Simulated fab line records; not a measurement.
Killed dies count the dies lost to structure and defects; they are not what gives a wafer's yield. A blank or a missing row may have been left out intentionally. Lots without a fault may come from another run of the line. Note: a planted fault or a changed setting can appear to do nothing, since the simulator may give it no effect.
2 desks looking at one fault	flow sfq-line	numbers are kept per desk, each desk with only its own; the story behind them comes last

## DESK OF THE TOOL OWNER: rie-metal-01
The tool's own readings at SFQ_TRILAYER_M7_ETCH_METAL_ETCH_180 (etches Nb in Cl2/Ar, stops on SiO2, target depth 240 nm, time 120 s): means of the sampled wafers that have a number, for each lot that ran on this tool. The brackets show how far a lot's mean lies from the usual mean; more than 4 standard deviations puts the lot out of limits, marked OUT.
Columns: A = drypump-motor-current-A at SFQ_TRILAYER_M7_ETCH_METAL_ETCH_180, usual 5.74 A; B = oes-product-au at SFQ_TRILAYER_M7_ETCH_METAL_ETCH_180, usual 0.894 a.u.; C = run-length-s at SFQ_TRILAYER_M7_ETCH_METAL_ETCH_180, usual 148.4 s
lot	first seen here	A	B	C
L118	day 70 04:17	5.76	0.902	147.6
L120	day 70 06:41	5.73	0.919	146.1 (-5.2) OUT
L121	day 71 06:41	5.78	0.909	147.4
L128	day 76 12:40	5.75	0.887	148.8
L129	day 76 15:04	5.77	0.895	148.8
This desk's verdict: out of limits on L120, starting with L120 at day 70 06:41 (run-length-s at SFQ_TRILAYER_M7_ETCH_METAL_ETCH_180). In limits: L118, L121, L128, L129.

## AT THE METROLOGY DESK
Lot by lot, what the gauges showed, no matter which tool ran the lot: averages of those sampled wafers that carry a number. The brackets show how far a lot's mean lies from the usual mean; more than 4 standard deviations puts the lot out of limits, marked OUT.
Columns: A = M7_NB_RS at SFQ_M7_RS_MEAS_943, usual 0.890 ohm/sq; B = M7_OVL at SFQ_M7_OVL_MEAS_945, usual 1 nm
lot	first seen here	A	B
L116	day 65 21:11	0.879	-2
L118	day 66 04:10	0.892	-3
L119	day 66 05:37	0.898	-4
L120	day 66 06:43	0.888	4
L121	day 67 12:32	0.885	5
L128	day 72 18:49	0.896	3
L129	day 72 20:37	0.893	2
Result from this desk: across the 7 lots, nothing is out of limits.

## ALL TOGETHER
The tool owner's desk had the chance to raise an alarm at day 70 06:41 on L120.
Nothing out of limits was seen by the metrology desk.
The metrology desk holds a record of L120, inside its limits.
All the named lots went through SFQ_TRILAYER_M7_ETCH_METAL_ETCH_180 on rie-metal-01.

## WHAT WAS PUT IN BY THE SIMULATOR
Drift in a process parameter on rie-metal-01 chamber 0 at SFQ_TRILAYER_M7_ETCH_METAL_ETCH_180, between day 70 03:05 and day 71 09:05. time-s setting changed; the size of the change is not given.
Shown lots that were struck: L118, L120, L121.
Delay in hours, fault start to first out-of-limits reading, by desk: the tool owner's desk at 4.
